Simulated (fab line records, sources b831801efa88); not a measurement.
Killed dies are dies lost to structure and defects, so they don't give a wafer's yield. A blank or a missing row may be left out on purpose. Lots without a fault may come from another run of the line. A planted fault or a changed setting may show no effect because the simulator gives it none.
Problem report in the 8D (eight disciplines) form, filled by code | flow gf180mcu | the parts of the form that need people (team, actions taken, sign-off) are left out

1. THE PROBLEM
MIM_ALCU_RS at GF_MIM_RS_MEAS_10 reads a mean of 0.1451 ohm/sq on 6 wafers of 2 lots; wafers without a fault read 0.1601 ohm/sq with a standard deviation of 0.0016. That is -9.4 standard deviations from the usual mean.
The step: measures by four-point-probe.
First seen on wafer L603.1, day 29 14:47, on film_metro-02. The record holds 30 wafers of 10 lots with a number at this step. Rule for "out", or "out of limits": more than 4 standard deviations from the usual mean. The other wafers with a number count as sound.

2. WHAT IT IS AND WHAT IT IS NOT
question                    | is                     | is not
which readings at this step | MIM_ALCU_RS            | -
which lots                  | L603, L608             | L588, L589, L592, L594, L595, L598, L604, L610
which wafers of those lots  | all that have a number | -
read on which gauges        | film_metro-02          | film_metro-03, film_metro-04
when                        | from day 29 14:47      | up to then (18 sound wafers); but 6 sound wafers of L604, L610 came after

3. SUSPECTS, AND WHAT RULES EACH OUT
Counting: a tool at a process step up to the reading stays a suspect if it ran every lot that is out and no sound lot after the first of them.
- the gauge at GF_MIM_RS_MEAS_10: ruled out. All the wafers that are out were read on film_metro-02, but those of them that GF_MIM_SPUTTER_08 has rows for are out there too, on other tools.
- pvd_sputter-02 at GF_MIM_SPUTTER_02 (material AlCu, target thk 450 nm, time 23.9 s): ruled out as a lasting fault. Sound lots L604 ran on it after its first lot that is out, L603 (day 29 14:29).
- pvd_sputter-02 at GF_MIM_SPUTTER_04 (material TiN, target thk 50 nm, time 41.7 s): ruled out as a lasting fault. Sound lots L604 ran on it after its first lot that is out, L603 (day 29 14:32).
- pvd_sputter-01 at GF_MIM_SPUTTER_08 (material AlCu, target thk 200 nm, time 10.6 s): kept. It ran every lot that is out, first L603 (day 29 14:44), and no sound lot after that; its last sound lot up to then is L598 (day 28 07:11). Its own readings are out on those wafers: cathode_dc_power_W.
Left after counting: pvd_sputter-01 at GF_MIM_SPUTTER_08.

4. THE CAUSE (what the simulator had put in)
Process parameter drift: pvd_sputter-01, from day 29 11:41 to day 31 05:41, at GF_MIM_SPUTTER_08. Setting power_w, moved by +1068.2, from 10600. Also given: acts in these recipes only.
Counting left only this tool.

5. THE CHAIN OF EFFECTS, in route order
Each row: a reading whose mean over the struck wafers that have a number lies more than 3 standard deviations from the usual. Only readings for which the record gives a usual standard deviation are gone through. hours: the time from each lot's start at the first step in this table that gives one to its start at this step, as a median over the lots. sigmas: the change in usual standard deviations.
hours | step                 | reading            | usual         | on struck wafers | change  | sigmas
0     | GF_MIM_SPUTTER_08    | cathode_dc_power_W | 10600 W       | 11670            | +1070   | +99 or more
0     | GF_MIM_RS_MEAS_10    | MIM_ALCU_RS        | 0.1601 ohm/sq | 0.1451           | -0.0150 | -9.4
4     | GF_MIM_THK_MEAS_11   | MIM_ALCU_THK       | 196.6 nm      | 215.3            | +18.7   | +8.9
18    | GF_MIM_METAL_ETCH_19 | oes_product_au     | 0.941 a.u.    | 0.975            | +0.034  | +5.3
18    | GF_MIM_METAL_ETCH_19 | throttle_valve_pct | 28.283 %      | 28.250           | -0.033  | -3.5
The process steps in it:
- GF_MIM_SPUTTER_08: material AlCu, target thk 200 nm, time 10.6 s.
- GF_MIM_METAL_ETCH_19: etches the open film in Cl2/BCl3, stops on Si3N4, target depth 324.5 nm, time 54.1 s.

6. WHAT WOULD HAVE CAUGHT IT SOONER
In this record the first reading out of limits at a measuring or inspecting step was taken at day 29 14:47, 3 hours after the fault began at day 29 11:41.
The tool's own readings at GF_MIM_SPUTTER_08 were out on every struck wafer that the step has a row for (cathode_dc_power_W): an alarm limit on them would have fired on the first of those.
Of the lots that are out (2), L608 began GF_MIM_SPUTTER_08 on pvd_sputter-01 after day 29 14:47. A hold on the tool at that time would have spared it.
